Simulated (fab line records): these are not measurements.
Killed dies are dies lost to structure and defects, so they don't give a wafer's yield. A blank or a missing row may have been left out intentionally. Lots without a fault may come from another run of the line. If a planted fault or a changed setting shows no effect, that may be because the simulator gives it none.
8D (eight disciplines) problem report, filled in by code || flow gf180mcu || the parts of the form that need people (team, actions taken, sign-off) are left out

## 1. THE PROBLEM
M4_ALCU_RS at GF_M4_RS_MEAS_05 reads a mean of 0.0593 ohm/sq on 3 wafers of 2 lots; wafers without a fault read 0.0695 ohm/sq with a standard deviation of 0.00084. That puts it -12 standard deviations away from the usual mean.
The step: measures by four-point-probe.
First observed at day 27 04:13: wafer L546.1, on film_metro-04. At this step, 36 wafers from 12 lots have a number in the record. The rule behind "out" and "out of limits": a value lying over 4 standard deviations away from the usual mean. Any other wafer with a number is counted as sound.

## 2. WHAT IT IS, AND WHAT IT ISN'T
{"question": "which readings at this step", "is": "M4_ALCU_RS", "is not": "-"}
{"question": "which lots", "is": "L546, L547", "is not": "L532, L533, L534, L535, L539, L542, L543, L552, L553, L554"}
{"question": "which wafers of those lots", "is": "L546.1, L546.2, L547.1", "is not": "L546.3, L547.3, L547.4"}
{"question": "read on which gauges", "is": "film_metro-04", "is not": "film_metro-01, film_metro-03"}
{"question": "when", "is": "from day 27 04:13", "is not": "up to then (22 sound wafers); but 11 sound wafers of L547, L552, L553, L554 came after"}

## 3. WHAT RULES OUT EACH SUSPECT
Counting: a tool at a process step up to the reading stays a suspect if it ran every lot that is out. Sound lots after the first of them don't rule it out here, since some wafers of a struck lot are sound.
- the gauge at GF_M4_RS_MEAS_05: kept. All the wafers that are out were read on film_metro-04, and no step on other tools shows them out.
- pvd_sputter-01 at GF_M4_SPUTTER_02 (material AlCu, target thk 450 nm, time 23.9 s): kept. It ran every lot that is out, first L546 (day 27 04:08); its last sound lot up to then is L539 (day 24 21:58).
After counting, pvd_sputter-01 at GF_M4_SPUTTER_02 and film_metro-04 at GF_M4_RS_MEAS_05 remain.

## 4. THE CAUSE (what the simulator had put in)
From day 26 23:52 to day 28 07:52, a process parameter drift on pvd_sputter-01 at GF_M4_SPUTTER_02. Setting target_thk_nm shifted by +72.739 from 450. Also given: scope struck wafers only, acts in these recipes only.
Counting left 2 suspects, and this tool is among them.

## 5. SEQUENCE OF EFFECTS, ordered by route
Each row: a reading where the mean over the struck wafers with a number is more than 3 standard deviations away from the usual. Only readings for which the record gives a usual standard deviation are gone through. hours: the time from each lot's start at the first step in this table that gives one to its start at this step, as a median over the lots. sigmas: the change in usual standard deviations.
{"hours": 0, "step": "GF_M4_RS_MEAS_05", "reading": "M4_ALCU_RS", "usual": "0.0695 ohm/sq", "on struck wafers": 0.0593, "change": -0.0102, "sigmas": -12}
{"hours": 4, "step": "GF_M4_THK_MEAS_06", "reading": "M4_ALCU_THK", "usual": "456 nm", "on struck wafers": 531, "change": "+75", "sigmas": "+13"}

## 6. HOW IT WOULD HAVE BEEN CAUGHT EARLIER
4 hours passed between the start of the fault at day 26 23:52 and the first reading out of limits at a measuring or inspecting step in this record, taken at day 27 04:13.
No tool reading at GF_M4_SPUTTER_02 that has a usual standard deviation in the record was out on any struck wafer, so an alarm limit of 4 standard deviations on those readings would not have fired.
Of the lots that are out (2), L547 began GF_M4_SPUTTER_02 on pvd_sputter-01 after day 27 04:13. Had the tool been put on hold then, it would have been spared.
